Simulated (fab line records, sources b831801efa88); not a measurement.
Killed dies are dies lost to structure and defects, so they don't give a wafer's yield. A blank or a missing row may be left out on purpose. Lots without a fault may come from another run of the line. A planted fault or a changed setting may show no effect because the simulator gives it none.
fab line records | flow sky130 | part 2 of 2: steps 27 to 35 of 35
record lots=5 wafers=15 last_day=50
route steps=708 shown SD_N@353 SD_P@359 RES_XHIGH@360 SALICIDE@361 LI_CONTACT@362 LOCAL_INTERCONNECT@387
lots that met no fault: from a run of the same line without faults
start_h: hours from the record's first day to the start of the lot's first wafer shown | wait_h: hours since the lot's step before | " the same as in the row above | L1.1+2: a row that stands for several wafers | - no value, or no start given | * or withheld: withheld | < > ~ a bound
route shown NAME@n: a module of which the file shows steps, and the number in the route of the first | usual: mean/standard deviation of fault-free wafers | same: alike in all rows | chamber/n: place in a boat | sites: the reading at each site | _std_site: their standard deviation | _edge_site: outer sites' mean less inner sites' | radius_mm: how far each site lies from the wafer's centre | mask NAME#n: copy n | behind: the tool/chamber that last shaped the wafer | hold: why the lot was held/for how many hours/how that ended | device: the transistor (n, p or np) that didn't switch | end of line: the same wafers' tests at the end of the route | a step without rows: its recipe alone | killed: dies lost to structure and defects at the first sort, not the wafer's yield | map: a wafer's dies, x killed, . not, _ none there
set.NAME: the setting as run; set.NAME@STEP: as run at that earlier step | model.NAME: the simulator's own value behind a step, which no gauge read
lots at some steps of the route; a table a step, a row a wafer
services: from which hour (start_h, from the record's first day; less than 0 if before it) a tool's chamber was out of use, for how many hours, and why
## steps
# step SKY_LI_CONTACT_PRE_CLEAN_18
# recipe gas=Ar time_s=5.6 bias_v=358
# same time_s=5.6
# columns lot.wafer tool chamber start_h wait_h
L081.2+5+6 pvd_sputter-01 - 744.99 0.0
L085.2+4+5 pvd_sputter-01 - 774.54 0.0
L088.1+2+4 pvd_sputter-01 - 788.83 0.0
L090.2+4+5 pvd_sputter-04 - 819.59 0.0
L094.1+5+6 pvd_sputter-04 - 839.39 0.0
# step SKY_LI_CONTACT_SPUTTER_19
# recipe material=Ti target_thk_nm=20 chamber_pressure_pa=5 power_w=2500 substrate_temp_c=200 time_s=106.37
# usual throttle_valve_pct=30.0/1.1
# same time_s=106.37
# columns lot.wafer tool chamber start_h wait_h throttle_valve_pct
L081.2 pvd_sputter-01 - 745.01 0.0 29.8
L081.5 " - " " 30.4
L081.6 " - " " 27.9
L085.2 pvd_sputter-01 - 774.56 0.0 30.4
L085.4 " - " " 28.1
L085.5 " - " " 28.2
L088.1 pvd_sputter-01 - 788.85 0.0 30.6
L088.2 " - " " 28.1
L088.4 " - " " 30.0
L090.2 pvd_sputter-04 - 819.61 0.0 28.7
L090.4 " - " " 31.2
L090.5 " - " " 28.9
L094.1 pvd_sputter-04 - 839.41 0.0 29.9
L094.5 " - " " 29.8
L094.6 " - " " 31.0
# step SKY_LI_CONTACT_SPUTTER_20
# recipe material=TiN target_thk_nm=20 chamber_pressure_pa=5 power_w=4000 time_s=80
# usual throttle_valve_pct=30.0/1.1
# same time_s=80
# columns lot.wafer tool chamber start_h wait_h throttle_valve_pct
L081.2 pvd_sputter-01 - 745.09 0.0 30.0
L081.5 " - " " 30.2
L081.6 " - " " 27.7
L085.2 pvd_sputter-01 - 774.64 0.0 30.6
L085.4 " - " " 28.0
L085.5 " - " " 28.0
L088.1 pvd_sputter-01 - 788.92 0.0 30.4
L088.2 " - " " 28.3
L088.4 " - " " 30.2
L090.2 pvd_sputter-04 - 819.69 0.0 28.9
L090.4 " - " " 30.8
L090.5 " - " " 28.9
L094.1 pvd_sputter-04 - 839.49 0.0 30.2
L094.5 " - " " 29.9
L094.6 " - " " 30.7
# step SKY_LI_CONTACT_CVD_21
# recipe material=W target_thk_nm=400 time_s=120.56 temp_c=400 pressure_torr=40
# usual heater_power_w=936/120
# same time_s=120.56
# columns lot.wafer tool chamber start_h wait_h heater_power_w
L081.2 cvd_w-01 1 745.15 0.0 830
L081.5 " 0 " " 833
L081.6 " 1 " " 829
L085.2 cvd_w-02 1 774.70 0.0 902
L085.4 " 1 " " 909
L085.5 " 0 " " 1109
L088.1 cvd_w-02 1 788.98 0.0 890
L088.2 " 0 " " 1126
L088.4 " 1 " " 900
L090.2 cvd_w-01 1 819.75 0.0 838
L090.4 " 1 " " 840
L090.5 " 1 " " 841
L094.1 cvd_w-01 0 839.55 0.0 834
L094.5 " 1 " " 828
L094.6 " 0 " " 820
# step SKY_LI_CONTACT_RS_MEAS_22
# recipe thk_meas_gauge=four-point-probe reads=W_of_LI_CONTACT_CVD_21+TiN_of_LI_CONTACT_SPUTTER_20+Ti_of_LI_CONTACT_SPUTTER_19
# usual LI_CONTACT_W_RS=0.285/0.0039
# columns lot.wafer tool chamber start_h wait_h LI_CONTACT_W_RS[ohm/sq]
L081.2 film_metro-01 - 745.29 0.1 0.285
L081.5 " - " " 0.281
L081.6 " - " " 0.288
L085.2 film_metro-04 - 774.84 0.1 0.290
L085.4 " - " " 0.283
L085.5 " - " " 0.289
L088.1 film_metro-01 - 789.11 0.1 0.282
L088.2 " - " " 0.285
L088.4 " - " " 0.279
L090.2 film_metro-02 - 819.89 0.1 0.288
L090.4 " - " " 0.288
L090.5 " - " " 0.288
L094.1 film_metro-04 - 839.68 0.1 0.285
L094.5 " - " " 0.293
L094.6 " - " " 0.284
# step SKY_LI_CONTACT_THK_MEAS_23
# recipe thk_meas_gauge=xrf reads=W_of_LI_CONTACT_CVD_21
# usual LI_CONTACT_W_THK=398/6.5
# columns lot.wafer tool chamber start_h wait_h LI_CONTACT_W_THK[nm]
L081.2 film_metro-01 - 745.40 0.1 399
L081.5 " - " " 408
L081.6 " - " " 395
L085.2 film_metro-04 - 774.95 0.1 389
L085.4 " - " " 400
L085.5 " - " " 389
L088.1 film_metro-01 - 789.23 0.1 403
L088.2 " - " " 398
L088.4 " - " " 406
L090.2 film_metro-02 - 820.00 0.1 394
L090.4 " - " " 396
L090.5 " - " " 397
L094.1 film_metro-04 - 839.80 0.1 403
L094.5 " - " " 390
L094.6 " - " " 402
# step SKY_LI_CONTACT_CMP_24
# recipe stop_on=PSG t_overpolish_s=20 down_force_psi=3.5 platen_rpm=60 target_thk_nm=0 pad_velocity_m_s=0.94248
# usual head_pressure_psi=3.500/0.0082 motor_current_A=11.2/0.92 overpolish_run_s=20.000/0.0087 time_to_endpoint_s=97/3.6
# columns lot.wafer tool chamber start_h wait_h head_pressure_psi motor_current_A overpolish_run_s time_to_endpoint_s
L081.2 cmp-01 3 745.50 0.1 3.508 11.4 20.011 98
L081.6 " 2 " " 3.501 11.2 19.997 95
L081.5 " 3 " " 3.510 10.7 20.015 94
L085.2 cmp-01 0 775.00 0.0 3.506 10.5 20.011 102
L085.4 " 2 " " 3.505 11.2 20.007 99
L085.5 " 0 " " 3.503 10.8 20.014 98
L088.1 cmp-02 0 789.40 0.2 3.515 12.0 20.008 97
L088.4 " 1 " " 3.495 11.0 20.008 102
L088.2 " 2 " " 3.500 10.1 20.001 98
L090.4 cmp-01 3 820.13 0.1 3.499 11.2 20.015 92
L090.2 " 1 " " 3.489 12.7 20.009 98
L090.5 " 0 " " 3.507 10.4 20.002 93
L094.1 cmp-02 1 839.91 0.1 3.522 11.1 19.998 98
L094.5 " 0 " " 3.506 12.0 19.990 94
L094.6 " 1 " " 3.508 11.5 20.007 97
# step SKY_LOCAL_INTERCONNECT_SPUTTER_00
# recipe material=TiN target_thk_nm=100 temp_c=300 power_w=6500 time_s=83.3 chamber_pressure_pa=0.4
# usual throttle_valve_pct=30.4/0.97
# same time_s=83.3
# columns lot.wafer tool chamber start_h wait_h throttle_valve_pct
L081.2 pvd_sputter-03 - 745.75 0.2 31.8
L081.5 " - " " 30.2
L081.6 " - " " 31.7
L085.2 pvd_sputter-03 - 775.30 0.2 31.9
L085.4 " - " " 31.3
L085.5 " - " " 31.4
L088.1 pvd_sputter-04 - 789.70 0.2 29.8
L088.2 " - " " 30.7
L088.4 " - " " 31.0
L090.2 pvd_sputter-04 - 820.43 0.1 30.9
L090.4 " - " " 31.0
L090.5 " - " " 30.1
L094.1 pvd_sputter-03 - 840.16 0.2 30.9
L094.5 " - " " 30.2
L094.6 " - " " 32.1
# step SKY_LOCAL_INTERCONNECT_RS_MEAS_01
# recipe thk_meas_gauge=four-point-probe reads=TiN_of_LOCAL_INTERCONNECT_SPUTTER_00
# usual LOCAL_INTERCONNECT_TIN_RS=14.15/0.14
# columns lot.wafer tool chamber start_h wait_h LOCAL_INTERCONNECT_TIN_RS[ohm/sq]
L081.2 film_metro-03 - 745.84 0.1 14.30
L081.5 " - " " 14.14
L081.6 " - " " 14.16
L085.2 film_metro-04 - 775.39 0.1 14.07
L085.4 " - " " 14.17
L085.5 " - " " 14.19
L088.1 film_metro-04 - 789.77 0.0 14.23
L088.2 " - " " 14.21
L088.4 " - " " 14.31
L090.2 film_metro-04 - 820.51 0.1 14.09
L090.4 " - " " 14.01
L090.5 " - " " 14.16
L094.1 film_metro-04 - 840.22 0.0 14.38
L094.5 " - " " 14.43
L094.6 " - " " 14.35
## services
# columns tool chamber start_h hours kind
rie_diel-04 2 711.96 7.8 repair
hdpcvd-01 - 715.54 6.0 pm
krf_scanner-02 - 726.16 4.1 repair
pvd_sputter-04 - 727.77 5.1 repair
rie_diel-04 1 728.36 2.5 repair
plasma_asher-04 - 733.75 9.0 pm
rie_diel-03 - 740.08 1.4 repair
cmp-02 - 744.17 4.0 pm
krf_scanner-02 - 744.57 3.0 repair
rie_diel-04 - 750.36 2.6 repair
pvd_sputter-04 - 751.60 6.8 repair
plasma_asher-04 - 755.77 4.2 repair
rie_diel-03 3 756.81 3.0 repair
rie_diel-03 2 763.08 3.7 repair
rie_diel-04 1 769.57 3.0 repair
rie_diel-04 - 774.87 42.9 repair
hdpcvd-01 - 775.38 2.8 pm
rtp_anneal-01 - 777.46 1.5 repair
rie_diel-04 - 779.93 0.6 repair
krf_scanner-02 - 792.39 1.3 pm
cmp-01 - 797.76 6.6 pm
krf_scanner-02 - 798.20 0.3 repair
krf_scanner-02 - 801.10 3.6 pm
pvd_sputter-04 - 813.47 4.0 repair
